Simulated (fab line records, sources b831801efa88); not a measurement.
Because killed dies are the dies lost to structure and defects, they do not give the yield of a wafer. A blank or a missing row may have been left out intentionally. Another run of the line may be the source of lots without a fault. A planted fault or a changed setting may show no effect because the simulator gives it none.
Matching of chambers | flow gf180mcu | 4 sister chambers for GF_V4_CMP_26 on cmp-02
The step polishes, stops on SiO2, t overpolish 15 s, target thk 0 nm. 8 wafers are shown with their chamber, then 12 later ones without.

== WAFERS, EACH WITH ITS CHAMBER ==
wafer  | chamber | motor current A (A) | time to endpoint s (s)
L900.3 | 2       | 10.3                | 85
L904.3 | 0       | 14.2                | 87
L905.2 | 2       | 11.1                | 80
L905.4 | 3       | 14.6                | 81
L905.5 | 1       | 12.0                | 91
L906.2 | 0       | 13.8                | 87
L906.3 | 3       | 13.7                | 80
L906.6 | 1       | 11.2                | 89

== WAFERS MISSING THEIR CHAMBER ==
wafer  | motor current A (A) | time to endpoint s (s)
L907.2 | 14.0                | 89
L907.4 | 13.6                | 85
L907.6 | 14.4                | 85
L908.1 | 11.3                | 82
L908.2 | 13.5                | 88
L908.4 | 13.5                | 83
L909.1 | 11.0                | 83
L909.2 | 13.6                | 84
L909.4 | 11.3                | 89
L918.1 | 14.2                | 84
L918.5 | 14.6                | 86
L918.6 | 12.1                | 87

== CHAMBER TAKEN BY EACH ==
wafer  | from the rows above          | in truth
L907.2 | 0                            | 0
L907.4 | can't be placed: 0 or 3      | 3
L907.6 | can't be placed: 0 or 3      | 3
L908.1 | 2                            | 2
L908.2 | 0                            | 0
L908.4 | can't be placed: 3 or 0      | 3
L909.1 | 2                            | 2
L909.2 | can't be placed: 0 or 3      | 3
L909.4 | 1                            | 1
L918.1 | can't be placed: 0 or 3      | 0
L918.5 | can't be placed: 0 or 3      | 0
L918.6 | can't be placed: 1 or 2 or 0 | 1
Correct placement for 5 of the 12. From these rows, 7 cannot be placed; in 7 the true chamber is one of the candidates. Wrongly placed: 0.
How it was worked out, from the rows above alone: a wafer's distance from a chamber is the root of the sum, over the readings, of the square of ((its reading less the chamber's mean) divided by the reading's scatter). The wafer belongs to the nearest chamber; if the next one is less than 2 further off, it can't be placed. The mean given for a chamber averages the wafers shown for that chamber. The scatter is the square root of a quotient: the sum, over the shown wafers, of each reading's squared deviation from its chamber's mean, divided by wafers minus chambers.
